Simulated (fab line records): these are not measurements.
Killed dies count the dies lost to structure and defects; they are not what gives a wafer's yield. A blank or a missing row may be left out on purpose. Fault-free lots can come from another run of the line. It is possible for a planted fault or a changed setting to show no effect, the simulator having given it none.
Split-lot experiment :: flow sky130 :: 23 wafers read across 5 lots, on a route 708 steps long

== THE SPLIT ==
At SKY_LDD_HVN_IMPLANT_08, the setting dose-cm2 was moved away from the recipe's 3e+13 on 11 of the 23 wafers read, by -7.2% to +6.6%. This setting was run at the recipe's value on the other wafers.

== FROM THE SPLIT ON TO THE READING: in between, the file shows 1 step ==
- SKY_LDD_HVN_STRIP_09: strips in O2/N2

== THE READING ==
LDD_HVN_TW, at SKY_LDD_HVN_TW_MEAS_10. A value of 1423 with a standard deviation of 6.7 is what fault-free wafers of this fab line usually give.

wafer: L076.1
tool, chamber at the split: implanter-04, 0
dose-cm2 as run: 3e+13
against the recipe: recipe
LDD_HVN_TW: 1429
against lot-mates on the recipe: -

wafer: L076.3
tool, chamber at the split: implanter-04, 0
dose-cm2 as run: 3e+13
against the recipe: recipe
LDD_HVN_TW: 1425
against lot-mates on the recipe: -

wafer: L076.4
tool, chamber at the split: implanter-04, 0
dose-cm2 as run: 3.178e+13
against the recipe: +5.9%
LDD_HVN_TW: 1458
against lot-mates on the recipe: +31

wafer: L076.5
tool, chamber at the split: implanter-04, 0
dose-cm2 as run: 3.178e+13
against the recipe: +5.9%
LDD_HVN_TW: 1458
against lot-mates on the recipe: +31

wafer: L076.6
tool, chamber at the split: implanter-04, 0
dose-cm2 as run: 3.178e+13
against the recipe: +5.9%
LDD_HVN_TW: 1455
against lot-mates on the recipe: +28

wafer: L077.1
tool, chamber at the split: implanter-03, 0
dose-cm2 as run: 3e+13
against the recipe: recipe
LDD_HVN_TW: 1427
against lot-mates on the recipe: -

wafer: L077.2
tool, chamber at the split: implanter-03, 0
dose-cm2 as run: 3e+13
against the recipe: recipe
LDD_HVN_TW: 1421
against lot-mates on the recipe: -

wafer: L077.3
tool, chamber at the split: implanter-03, 0
dose-cm2 as run: 2.803e+13
against the recipe: -6.6%
LDD_HVN_TW: 1390
against lot-mates on the recipe: -37

wafer: L077.4
tool, chamber at the split: implanter-03, 0
dose-cm2 as run: 3e+13
against the recipe: recipe
LDD_HVN_TW: 1433
against lot-mates on the recipe: -

wafer: L077.5
tool, chamber at the split: implanter-03, 0
dose-cm2 as run: 2.803e+13
against the recipe: -6.6%
LDD_HVN_TW: 1392
against lot-mates on the recipe: -35

wafer: L079.1
tool, chamber at the split: implanter-03, 0
dose-cm2 as run: 3e+13
against the recipe: recipe
LDD_HVN_TW: 1419
against lot-mates on the recipe: -

wafer: L079.2
tool, chamber at the split: implanter-03, 0
dose-cm2 as run: 3.198e+13
against the recipe: +6.6%
LDD_HVN_TW: 1444
against lot-mates on the recipe: +22

wafer: L079.3
tool, chamber at the split: implanter-03, 0
dose-cm2 as run: 3.198e+13
against the recipe: +6.6%
LDD_HVN_TW: 1453
against lot-mates on the recipe: +32

wafer: L079.5
tool, chamber at the split: implanter-03, 0
dose-cm2 as run: 3e+13
against the recipe: recipe
LDD_HVN_TW: 1424
against lot-mates on the recipe: -

wafer: L079.6
tool, chamber at the split: implanter-03, 0
dose-cm2 as run: 3.198e+13
against the recipe: +6.6%
LDD_HVN_TW: 1453
against lot-mates on the recipe: +32

wafer: L081.1
tool, chamber at the split: implanter-04, 0
dose-cm2 as run: 3e+13
against the recipe: recipe
LDD_HVN_TW: 1411
against lot-mates on the recipe: -

wafer: L081.2
tool, chamber at the split: implanter-04, 0
dose-cm2 as run: 3e+13
against the recipe: recipe
LDD_HVN_TW: 1415
against lot-mates on the recipe: -

wafer: L081.5
tool, chamber at the split: implanter-04, 0
dose-cm2 as run: 3e+13
against the recipe: recipe
LDD_HVN_TW: 1417
against lot-mates on the recipe: -

wafer: L084.2
tool, chamber at the split: implanter-02, 0
dose-cm2 as run: 3e+13
against the recipe: recipe
LDD_HVN_TW: 1426
against lot-mates on the recipe: -

wafer: L084.3
tool, chamber at the split: implanter-02, 0
dose-cm2 as run: 3e+13
against the recipe: recipe
LDD_HVN_TW: 1430
against lot-mates on the recipe: -

wafer: L084.4
tool, chamber at the split: implanter-02, 0
dose-cm2 as run: 2.783e+13
against the recipe: -7.2%
LDD_HVN_TW: 1395
against lot-mates on the recipe: -33

wafer: L084.5
tool, chamber at the split: implanter-02, 0
dose-cm2 as run: 2.783e+13
against the recipe: -7.2%
LDD_HVN_TW: 1395
against lot-mates on the recipe: -33

wafer: L084.6
tool, chamber at the split: implanter-02, 0
dose-cm2 as run: 2.783e+13
against the recipe: -7.2%
LDD_HVN_TW: 1398
against lot-mates on the recipe: -30

THE FIT
A straight line over all 23 wafers: LDD_HVN_TW changes by +4.47 for each +1% of dose-cm2; r = +0.96; the points scatter about the line by 6.2.
The same after taking each lot's own level away (the mean of its wafers on the recipe; 23 wafers): +4.73 for each +1%; r = +0.99; scatter 3.7.
The reading moves by 34 for the largest change in dose-cm2, on that fit.
The span of the lots' own levels, 1414.3 to 1428.0, comes to 2.0 times the standard deviation stated above.
So the lot-to-lot level changes the slope little: the two slopes agree.
Check: for one of the wafers moved furthest among these (-7.2%), held out of the fit, the line's prediction against its lot-mates is -34.7. It came out at -33 against them.

== OTHER SPLITS ON THESE WAFERS ==
Note: prior to the reading, these wafers also went through further splits. Each is held against what the fit with the lots' levels taken away leaves over:
other split on the same wafers: SKY_RES_PROTECT_COAT_02 resist-thk-nm
wafers away from the commonest value: 12
r with LDD_HVN_TW (lot level and that fit taken away): -0.13

other split on the same wafers: SKY_POLY_GATE_EXPOSE_10 dose-mj
wafers away from the commonest value: 7
r with LDD_HVN_TW (lot level and that fit taken away): +0.19

other split on the same wafers: SKY_LDD_N_IMPLANT_15 energy-kev
wafers away from the commonest value: 9
r with LDD_HVN_TW (lot level and that fit taken away): -0.65

other split on the same wafers: SKY_LDD_P_COAT_02 spin-rpm
wafers away from the commonest value: 8
r with LDD_HVN_TW (lot level and that fit taken away): -0.05

== FILE'S OWN FIT ==
LDD_HVN_TW changes by +4.78 for each +1% of dose-cm2, r = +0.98.
